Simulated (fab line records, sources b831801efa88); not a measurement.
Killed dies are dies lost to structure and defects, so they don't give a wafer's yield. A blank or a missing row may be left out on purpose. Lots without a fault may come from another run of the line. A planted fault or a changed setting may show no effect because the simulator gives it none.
fab line records | flow sky130
record lots=14 wafers=42 last_day=50
route steps=708 shown NWELL@81 METAL1@449 VIA2@508 VIA3@574
lots that met no fault: from a run of the same line without faults
start_h: hours from the record's first day to the start of the lot's first wafer shown | wait_h: hours since the lot's step before | " the same as in the row above | L1.1+2: a row that stands for several wafers | - no value, or no start given | * or withheld: withheld | < > ~ a bound
route shown NAME@n: a module of which the file shows steps, and the number in the route of the first | usual: mean/standard deviation of fault-free wafers | same: alike in all rows | chamber/n: place in a boat | sites: the reading at each site | _std_site: their standard deviation | _edge_site: outer sites' mean less inner sites' | radius_mm: how far each site lies from the wafer's centre | mask NAME#n: copy n | behind: the tool/chamber that last shaped the wafer | hold: why the lot was held/for how many hours/how that ended | device: the transistor (n, p or np) that didn't switch | end of line: the same wafers' tests at the end of the route | a step without rows: its recipe alone | killed: dies lost to structure and defects at the first sort, not the wafer's yield | map: a wafer's dies, x killed, . not, _ none there
set.NAME: the setting as run; set.NAME@STEP: as run at that earlier step | model.NAME: the simulator's own value behind a step, which no gauge read
steps of the route over a sample of lots; a table a step, a row a wafer
services: from which hour (start_h, from the record's first day; less than 0 if before it) a tool's chamber was out of use, for how many hours, and why
## steps
# step SKY_NWELL_RTA_28
# recipe temp_c=1050 time_s=30 idle_temp_c=650 ramp_up_c_per_s=150 ramp_down_c_per_s=90 ambient=N2
# usual anneal_temp_c_max=1053.9/0.83 chamber_o2_ppm=2.006/0.021 lamp_power_pct=25.31/0.052 wafer_temp_C_max=1054.8/0.88
# columns lot.wafer tool chamber start_h wait_h anneal_temp_c_max chamber_o2_ppm lamp_power_pct wafer_temp_C_max
L886.2 rtp_anneal-01 0 103.08 0.0 1054.4 2.006 25.35 1055.0
L886.5 " 0 " " 1055.4 2.023 25.29 1054.2
L886.6 " 0 " " 1056.0 1.997 25.32 1054.3
L888.3 rtp_anneal-01 0 110.80 0.0 1053.9 2.000 25.30 1053.7
L888.4 " 0 " " 1054.0 2.004 25.31 1053.1
L888.5 " 0 " " 1054.8 1.998 25.33 1054.5
L889.1 rtp_anneal-01 0 117.65 0.0 1053.5 2.000 25.40 1055.9
L889.3 " 0 " " 1053.4 1.997 25.42 1055.2
L889.4 " 0 " " 1055.4 2.010 25.44 1054.2
L890.1 rtp_anneal-02 0 124.06 0.0 1052.0 1.959 25.28 1055.3
L890.2 " 0 " " 1053.0 2.014 25.28 1056.5
L890.5 " 0 " " 1052.5 1.971 25.31 1055.8
L891.1 rtp_anneal-01 0 129.76 0.0 1052.9 2.020 25.32 1055.7
L891.2 " 0 " " 1054.6 2.024 25.34 1056.4
L891.3 " 0 " " 1054.7 2.014 25.33 1053.6
L893.1 rtp_anneal-02 0 145.11 0.0 1053.8 2.005 25.27 1055.9
L893.2 " 0 " " 1054.3 2.042 25.24 1057.9
L893.5 " 0 " " 1054.5 2.031 25.34 1055.2
L894.1 rtp_anneal-02 0 165.81 0.0 1055.0 2.046 25.34 1053.8
L894.4 " 0 " " 1053.7 2.021 25.22 1053.7
L894.6 " 0 " " 1055.4 2.029 25.33 1056.0
L896.2 rtp_anneal-01 0 167.87 0.0 1053.8 1.979 25.35 1056.6
L896.3 " 0 " " 1052.9 1.999 25.39 1054.7
L896.6 " 0 " " 1053.7 1.998 25.36 1054.6
L895.1 rtp_anneal-02 0 168.20 0.0 1055.4 1.970 25.29 1054.0
L895.3 " 0 " " 1053.7 1.988 25.31 1054.6
L895.5 " 0 " " 1054.6 1.980 25.23 1053.4
L899.3 rtp_anneal-02 0 180.59 0.0 1053.1 2.018 25.23 1054.2
L899.4 " 0 " " 1054.1 1.990 25.28 1053.9
L899.6 " 0 " " 1054.8 2.006 25.26 1055.5
L900.2 rtp_anneal-01 0 186.92 0.0 1054.4 1.983 25.36 1053.8
L900.3 " 0 " " 1053.7 1.982 25.24 1056.0
L900.6 " 0 " " 1053.7 2.011 25.27 1054.6
L904.2 rtp_anneal-02 - 214.82 0.0 - - - -
L904.3 " - " " - - - -
L904.6 " - " " - - - -
L905.1 rtp_anneal-01 - 221.40 0.0 - - - -
L905.3 " - " " - - - -
L905.4 " - " " - - - -
L909.2 rtp_anneal-02 0 243.97 0.0 1052.9 1.995 25.29 1054.5
L909.3 " 0 " " 1054.3 1.966 25.26 1053.7
L909.6 " 0 " " 1054.4 1.967 25.25 1054.3
# step SKY_NWELL_RS_MEAS_29
# recipe thk_meas_gauge=four-point-probe
# usual NWELL_RS=624.2/1.9
# columns lot.wafer tool chamber start_h wait_h NWELL_RS[ohm/sq]
L886.2 film_metro-04 - 103.18 0.1 625.8
L886.5 " - " " 624.2
L886.6 " - " " 623.7
L888.3 film_metro-02 - 110.90 0.1 624.8
L888.4 " - " " 626.7
L888.5 " - " " 626.1
L889.1 film_metro-01 - 117.75 0.1 622.3
L889.3 " - " " 622.8
L889.4 " - " " 621.8
L890.1 film_metro-01 - 124.16 0.1 623.8
L890.2 " - " " 623.6
L890.5 " - " " 622.7
L891.1 film_metro-01 - 129.86 0.1 628.0
L891.2 " - " " 627.0
L891.3 " - " " 629.1
L893.1 film_metro-02 - 145.21 0.1 625.0
L893.2 " - " " 626.5
L893.5 " - " " 625.3
L894.1 film_metro-01 - 166.01 0.2 625.0
L894.4 " - " " 624.7
L894.6 " - " " 624.5
L896.2 film_metro-02 - 167.98 0.1 623.0
L896.3 " - " " 624.7
L896.6 " - " " 623.7
L895.1 film_metro-01 - 168.30 0.1 623.2
L895.3 " - " " 622.6
L895.5 " - " " 624.0
L899.3 film_metro-01 - 180.70 0.1 625.1
L899.4 " - " " 626.7
L899.6 " - " " 626.5
L900.2 film_metro-02 - 187.02 0.1 626.0
L900.3 " - " " 624.5
L900.6 " - " " 623.6
L904.2 film_metro-04 - 214.93 0.1 132.8
L904.3 " - " " 132.5
L904.6 " - " " 133.0
L905.1 film_metro-01 - 221.50 0.1 132.8
L905.3 " - " " 132.8
L905.4 " - " " 132.8
L909.2 film_metro-02 - 244.08 0.1 622.6
L909.3 " - " " 625.5
L909.6 " - " " 624.5
# step SKY_METAL1_CD_MEAS_15
# recipe target_cd_nm=140
# usual cd_nm=140.6/1.5
# columns lot.wafer tool chamber start_h wait_h cd_nm
L886.2 cd_sem-01 - 755.98 - 141.2
L886.5 " - " " 139.0
L886.6 " - " " 140.6
L888.3 cd_sem-01 - 772.89 - 139.2
L888.4 " - " " 138.1
L888.5 " - " " 137.1
L889.1 cd_sem-02 - 779.66 - 142.8
L889.3 " - " " 141.3
L889.4 " - " " 141.6
L890.1 cd_sem-02 - 790.66 - 140.8
L890.2 " - " " 139.0
L890.5 " - " " 140.5
L891.1 cd_sem-02 - 797.61 - 140.5
L891.2 " - " " 141.3
L891.3 " - " " 141.2
L893.1 cd_sem-02 - 817.51 - 140.6
L893.2 " - " " 139.8
L893.5 " - " " 141.2
L894.1 cd_sem-02 - 841.50 - 140.4
L894.4 " - " " 140.2
L894.6 " - " " 140.6
L896.2 cd_sem-02 - 855.78 - 140.7
L896.3 " - " " 140.7
L896.6 " - " " 141.4
L895.1 cd_sem-01 - 856.91 - 139.2
L895.3 " - " " 140.7
L895.5 " - " " 139.0
L899.3 cd_sem-02 - 866.10 - 141.9
L899.4 " - " " 144.0
L899.6 " - " " 142.0
L900.2 cd_sem-01 - 870.82 - 139.9
L900.3 " - " " 140.3
L900.6 " - " " 139.9
L909.2 cd_sem-01 - 935.80 - 140.7
L909.3 " - " " 142.7
L909.6 " - " " 140.6
# step SKY_VIA2_THK_MEAS_01
# recipe reads=SiO2_of_VIA2_HDPCVD_00
# usual VIA2_HDPCVD_THK=1180/12
# columns lot.wafer tool chamber start_h wait_h VIA2_HDPCVD_THK[nm]
L886.2 film_metro-01 - 814.52 0.1 1186
L886.5 " - " " 1192
L886.6 " - " " 1198
L888.3 film_metro-04 - 830.86 0.1 1209
L888.4 " - " " 1190
L888.5 " - " " 1209
L889.1 film_metro-03 - 838.02 0.1 1181
L889.3 " - " " 1181
L889.4 " - " " 1175
L890.1 film_metro-04 - 849.02 0.1 1195
L890.2 " - " " 1203
L890.5 " - " " 1201
L891.1 film_metro-04 - 854.98 0.1 1183
L891.2 " - " " 1171
L891.3 " - " " 1176
L893.1 film_metro-03 - 875.82 0.1 1170
L893.2 " - " " 1161
L893.5 " - " " 1172
L894.1 film_metro-04 - 896.94 0.1 1170
L894.4 " - " " 1167
L894.6 " - " " 1195
L896.2 film_metro-04 - 910.89 0.1 1177
L896.3 " - " " 1193
L896.6 " - " " 1188
L895.1 film_metro-04 - 912.41 0.1 1168
L895.3 " - " " 1152
L895.5 " - " " 1155
L899.3 film_metro-04 - 920.78 0.1 1189
L899.4 " - " " 1190
L899.6 " - " " 1183
L900.2 film_metro-03 - 925.30 0.1 1175
L900.3 " - " " 1178
L900.6 " - " " 1171
L909.2 film_metro-01 - 988.31 0.1 1193
L909.3 " - " " 1186
L909.6 " - " " 1168
# step SKY_VIA3_THK_MEAS_01
# recipe reads=SiO2_of_VIA3_HDPCVD_00
# usual VIA3_HDPCVD_THK=1644/20
# columns lot.wafer tool chamber start_h wait_h VIA3_HDPCVD_THK[nm]
L886.2 film_metro-01 - 896.44 0.1 1648
L886.5 " - " " 1656
L886.6 " - " " 1634
L888.3 film_metro-02 - 911.83 0.1 1627
L888.4 " - " " 1624
L888.5 " - " " 1621
L889.1 film_metro-01 - 919.10 0.1 1621
L889.3 " - " " 1632
L889.4 " - " " 1634
L890.1 film_metro-02 - 929.90 0.1 1643
L890.2 " - " " 1642
L890.5 " - " " 1624
L891.1 film_metro-02 - 935.94 0.1 1659
L891.2 " - " " 1658
L891.3 " - " " 1624
L893.1 film_metro-01 - 954.39 0.1 1635
L893.2 " - " " 1654
L893.5 " - " " 1629
L894.1 film_metro-03 - 972.71 0.1 1641
L894.4 " - " " 1643
L894.6 " - " " 1636
L896.2 film_metro-03 - 987.49 0.1 1668
L896.3 " - " " 1696
L896.6 " - " " 1678
L895.1 film_metro-02 - 989.33 0.1 1677
L895.3 " - " " 1644
L895.5 " - " " 1679
L899.3 film_metro-01 - 996.77 0.1 1658
L899.4 " - " " 1686
L899.6 " - " " 1643
L900.2 film_metro-03 - 1000.39 0.1 1654
L900.3 " - " " 1659
L900.6 " - " " 1647
L909.2 film_metro-01 - 1059.07 0.1 1657
L909.3 " - " " 1634
L909.6 " - " " 1643
## services
# columns tool chamber start_h hours kind
rtp_anneal-02 - 132.18 3.6 pm
## key
first_sign step=SKY_NWELL_RTA_28 reading=tool_record direction=missing
effect step=SKY_NWELL_RS_MEAS_29 reading=NWELL_RS direction=down sigmas=99+ usual=624.2 struck=132.8
met_at SKY_NWELL_RTA_28
struck_lots L904,L905
later_rows_left_out L904.2,L904.3,L904.6,L905.1,L905.3,L905.4
sort_left_out L904.2,L904.3,L904.6,L905.1,L905.3,L905.4
tester_left_out L904,L905
not_acting_at SKY_METAL1_CD_MEAS_15,SKY_VIA2_THK_MEAS_01,SKY_VIA3_THK_MEAS_01
onset_between 186.92 214.82
fault kind=skipped_step_whole tool=rtp_anneal-01,rtp_anneal-02 chamber=- onset_h=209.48 steps=SKY_NWELL_RTA_28 scope=struck_lots_only
# tester_left_out: of these lots the tester's yield and bins aren't shown, on N5 and GAA mostly nor the transistor test; their killed dies are dies lost to structure and defects alone, not to doping, threshold or leakage, so they don't give the yield
# sort_left_out: the simulated sort isn't trusted on such a fault, so these wafers' sort isn't shown, and their yield isn't known
# later_rows_left_out: the simulator's readings of these wafers behind a module that went badly wrong aren't trusted and aren't shown, but for the sort
